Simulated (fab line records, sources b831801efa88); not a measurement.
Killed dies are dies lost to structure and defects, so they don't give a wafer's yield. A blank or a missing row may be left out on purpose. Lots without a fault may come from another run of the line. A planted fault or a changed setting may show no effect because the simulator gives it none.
Which tool did it? | flow gf180mcu | 12 lots, 36 wafers sampled, at 1 step of a route of 602

WHAT THE GAUGES READ, wafer by wafer
GF_M1_CD_MEAS_14: target cd 230 nm.
lot  | measured     | on        | cd_nm (nm)
L075 | day 17 11:55 | cd_sem-01 | 231.6 232.5 231.5
L077 | day 18 04:30 | cd_sem-02 | 230.6 230.6 231.6
L079 | day 19 07:31 | cd_sem-01 | 228.8 229.8 229.5
L081 | day 19 22:56 | cd_sem-01 | 230.8 230.4 230.7
L083 | day 20 15:56 | cd_sem-02 | 230.2 230.2 229.9
L085 | day 21 04:12 | cd_sem-02 | 230.4 229.9 230.5
L087 | day 22 01:48 | cd_sem-02 | 229.5 229.3 230.2
L089 | day 22 15:44 | cd_sem-01 | 227.9 227.6 229.0
L091 | day 23 06:55 | cd_sem-02 | 230.9 230.7 229.3
L093 | day 23 23:37 | cd_sem-02 | 229.2 228.8 230.4
L095 | day 24 13:38 | cd_sem-02 | 234.5 233.7 234.1
L097 | day 25 05:53 | cd_sem-01 | 231.7 230.3 231.1

WHICH TOOL RAN EACH LOT (tool, then ch and the chambers of the sampled wafers, then the start)
The record holds no process step before these readings.

THE ANSWER, worked out from the rows above alone
Rule: what is usual is taken from the lots themselves. Put in order of their means at a reading, lots are off if they are a third of the lots or fewer, leave a main group of 4 or more, and stand apart from it by a gap of 3 or more times the standard deviation of the main group's means; of several such gaps the widest counts. A main group whose means are all the same, to the digits that the tables above print for the reading, isn't used. A lot without any number at a reading at which 4 lots or more have one is off too. The other lots that the step has rows for count as sound.
No lot is off at any reading shown: from this, nothing can be told.

WHAT THE SIMULATOR HAD PUT IN
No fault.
